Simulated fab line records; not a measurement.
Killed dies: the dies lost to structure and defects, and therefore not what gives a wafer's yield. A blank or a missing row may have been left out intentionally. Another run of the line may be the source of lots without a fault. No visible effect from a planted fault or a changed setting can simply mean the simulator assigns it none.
Which tool was responsible? -- flow gf180mcu -- 36 wafers from 12 lots sampled at 5 of the route's 602 steps

## WHAT EACH GAUGE READ, for each wafer
GF_PASSIVATION_THK_MEAS_03. Usual: for PASSIVATION_CVD_02_THK the level is 699 nm and the standard deviation is 7.9.
lot,measured,on,PASSIVATION_CVD_02_THK (nm),flag
L413,day 28 02:40,film-metro-03,700 699 697,
L414,day 28 12:57,film-metro-03,690 694 694,
L415,day 28 18:10,film-metro-02,703 699 711,
L416,day 29 11:43,film-metro-03,686 697 699,
L417,day 29 12:01,film-metro-02,694 712 704,
L418,day 29 16:53,film-metro-02,709 699 704,
L419,day 30 02:12,film-metro-03,685 693 703,
L420,day 30 06:52,film-metro-03,695 705 710,
L426,day 32 02:31,film-metro-03,660 664 703,
L430,day 33 00:16,film-metro-02,687 690 694,
L433,day 33 16:59,film-metro-02,712 719 718,
L436,day 34 07:42,film-metro-02,692 686 691,

## TOOL THAT RAN EACH LOT (tool first, then ch and the chambers of the sampled wafers, then the start)
lot,GF_V4_ETCH_17,GF_V4_SPUTTER_22,GF_V5_CVD_23,GF_PASSIVATION_CVD_02
L413,"rie-diel-03 ch 0,3, day 24 08:59 or earlier","pvd-sputter-02, day 24 08:59","cvd-w-02 ch 0,1, day 27 04:14","pecvd-01 ch 0,1, day 28 02:20"
L414,"rie-diel-04 ch 0,1,2, day 24 19:47 or earlier","pvd-sputter-02, day 24 19:47","cvd-w-02 ch 0,1, day 27 14:18","pecvd-01 ch 2, day 28 12:31"
L415,"rie-diel-03 ch 2,3, day 25 01:08 or earlier","pvd-sputter-04, day 25 01:08","cvd-w-01 ch 0,1, day 27 20:10","pecvd-04 ch 0,1,2, day 28 17:53"
L416,"rie-diel-01 ch 0,3, day 25 15:35 or earlier","pvd-sputter-03, day 25 15:35","cvd-w-02 ch 0,1, day 28 14:38","pecvd-04 ch 0,2, day 29 11:25"
L417,"rie-diel-03 ch 2,3, day 25 22:32 or earlier","pvd-sputter-02, day 25 22:32","cvd-w-01 ch 0,1, day 28 14:59","pecvd-02 ch 0,1,2, day 29 11:43"
L418,"rie-diel-01 ch 0,1,2, day 26 05:09 or earlier","pvd-sputter-03, day 26 05:09","cvd-w-02 ch 0,1, day 28 19:46","pecvd-01 ch 0,1,2, day 29 16:35"
L419,"rie-diel-01 ch 0,1, day 26 12:45 or earlier","pvd-sputter-02, day 26 12:45","cvd-w-01 ch 0,1, day 29 05:16","pecvd-04 ch 1,2, day 30 01:46"
L420,"rie-diel-04 ch 0,1,2, day 26 19:02 or earlier","pvd-sputter-02, day 26 19:02","cvd-w-01 ch 0, day 29 09:27","pecvd-04 ch 1,2, day 30 06:26"
L426,"rie-diel-03 ch 1,3, day 28 19:02 or earlier","pvd-sputter-02, day 28 19:02","cvd-w-01 ch 0,1, day 31 06:53","pecvd-04 ch 1,2, day 32 02:13"
L430,"rie-diel-01 ch 0,2,3, day 29 20:47 or earlier","pvd-sputter-02, day 29 20:47","cvd-w-02 ch 1, day 32 06:06","pecvd-01 ch 0,1, day 32 23:58"
L433,"rie-diel-01 ch 0,3, day 30 14:48 or earlier","pvd-sputter-02, day 30 14:48","cvd-w-02 ch 0,1, day 32 22:47","pecvd-02 ch 0,1,2, day 33 16:49"
L436,"rie-diel-03 ch 0,1,2, day 31 08:33 or earlier","pvd-sputter-03, day 31 08:33","cvd-w-02 ch 0,1, day 33 13:47","pecvd-02 ch 0,1, day 34 07:25"
- GF_V4_ETCH_17: etches SiO2 in C4F8/O2/Ar, stops on TiN, target depth 630 nm.
- GF_V4_SPUTTER_22: material TiN, target thk 10 nm, time 40 s.
- GF_V5_CVD_23: deposits W, target thk 350 nm, time 104.9 s.
- GF_PASSIVATION_CVD_02: deposits Si3N4, target thk 700 nm, time 486.18 s.

## WHAT THE TOOLS THEMSELVES READ (means of the sampled wafers that have a number; where no wafer has one, the mark that the record gives instead)
GF_V4_ETCH_17. Usual: oes-product-au reads 0.856 a.u. (standard deviation 0.0048).
lot,tool,oes-product-au (a.u.),flag
L413,rie-diel-03,0.863,
L414,rie-diel-04,0.855,
L415,rie-diel-03,0.857,
L416,rie-diel-01,0.861,
L417,rie-diel-03,0.857,
L418,rie-diel-01,0.856,
L419,rie-diel-01,0.859,
L420,rie-diel-04,0.857,
L426,rie-diel-03,0.853,
L430,rie-diel-01,0.855,
L433,rie-diel-01,0.853,
L436,rie-diel-03,0.854,

GF_V4_SPUTTER_22. Usual: throttle-valve-pct reads 29.9 % (standard deviation 0.67).
lot,tool,throttle-valve-pct (%),flag
L413,pvd-sputter-02,29.5,
L414,pvd-sputter-02,29.8,
L415,pvd-sputter-04,30.6,
L416,pvd-sputter-03,30.0,
L417,pvd-sputter-02,30.3,
L418,pvd-sputter-03,29.8,
L419,pvd-sputter-02,30.3,
L420,pvd-sputter-02,29.6,
L426,pvd-sputter-02,29.7,
L430,pvd-sputter-02,29.6,
L433,pvd-sputter-02,30.3,
L436,pvd-sputter-03,29.9,

GF_V5_CVD_23. Usual: heater-power-w 840 W, standard deviation 44; susceptor-temp-C 400.02 C, standard deviation 0.21.
lot,tool,heater-power-w (W),susceptor-temp-C (C),flag
L413,cvd-w-02,789,400.00,
L414,cvd-w-02,797,400.02,
L415,cvd-w-01,880,399.81,
L416,cvd-w-02,796,400.05,
L417,cvd-w-01,874,399.93,
L418,cvd-w-02,800,400.15,
L419,cvd-w-01,856,400.11,
L420,cvd-w-01,889,400.11,
L426,cvd-w-01,873,400.05,
L430,cvd-w-02,819,400.18,
L433,cvd-w-02,809,400.06,
L436,cvd-w-02,784,400.26,

GF_PASSIVATION_CVD_02. Usual: heater-power-w 724 W, standard deviation 100; rf-fwd-power-W 449.0 W, standard deviation 1.4; susceptor-temp-C 399.99 C, standard deviation 0.22.
lot,tool,heater-power-w (W),rf-fwd-power-W (W),susceptor-temp-C (C),flag
L413,pecvd-01,785,447.4,400.16,
L414,pecvd-01,667,449.3,399.83,
L415,pecvd-04,661,448.9,400.05,
L416,pecvd-04,756,448.0,399.80,
L417,pecvd-02,758,447.9,400.12,
L418,pecvd-01,763,448.0,399.82,
L419,pecvd-04,652,450.3,400.22,
L420,pecvd-04,641,449.0,399.93,
L426,pecvd-04,670,401.9,400.16,OFF
L430,pecvd-01,808,448.1,400.01,
L433,pecvd-02,777,448.5,399.90,
L436,pecvd-02,780,449.2,399.93,

## THE ANSWER, worked out from the rows above alone
Rule: a lot is off if the mean of its wafers that have a number lies more than 3 standard deviations from the usual mean. Also off: a lot with no number at a reading for which 4 or more lots have one. Any other lot the step has rows for is counted as sound. The gauges are gone through in route order, then the tools' own readings, and for those a lot's mean is taken as printed above. The first step at which some lot is off is used, and at that step the reading that is off furthest; a lot without a number counts as furthest.
Off: L426, at GF_PASSIVATION_CVD_02 (rf-fwd-power-W).
A tool fits if, at that step or a process step before it, it ran every lot that is off, and no sound lot after the first of them. With no start given for some of its lots, GF_V4_ETCH_17 uses the hours and lot order of GF_V4_SPUTTER_22. Can't be told from this: 2 tools fit, cvd-w-01 at GF_V5_CVD_23, pecvd-04 at GF_PASSIVATION_CVD_02.

## WHAT THE SIMULATOR PUT IN
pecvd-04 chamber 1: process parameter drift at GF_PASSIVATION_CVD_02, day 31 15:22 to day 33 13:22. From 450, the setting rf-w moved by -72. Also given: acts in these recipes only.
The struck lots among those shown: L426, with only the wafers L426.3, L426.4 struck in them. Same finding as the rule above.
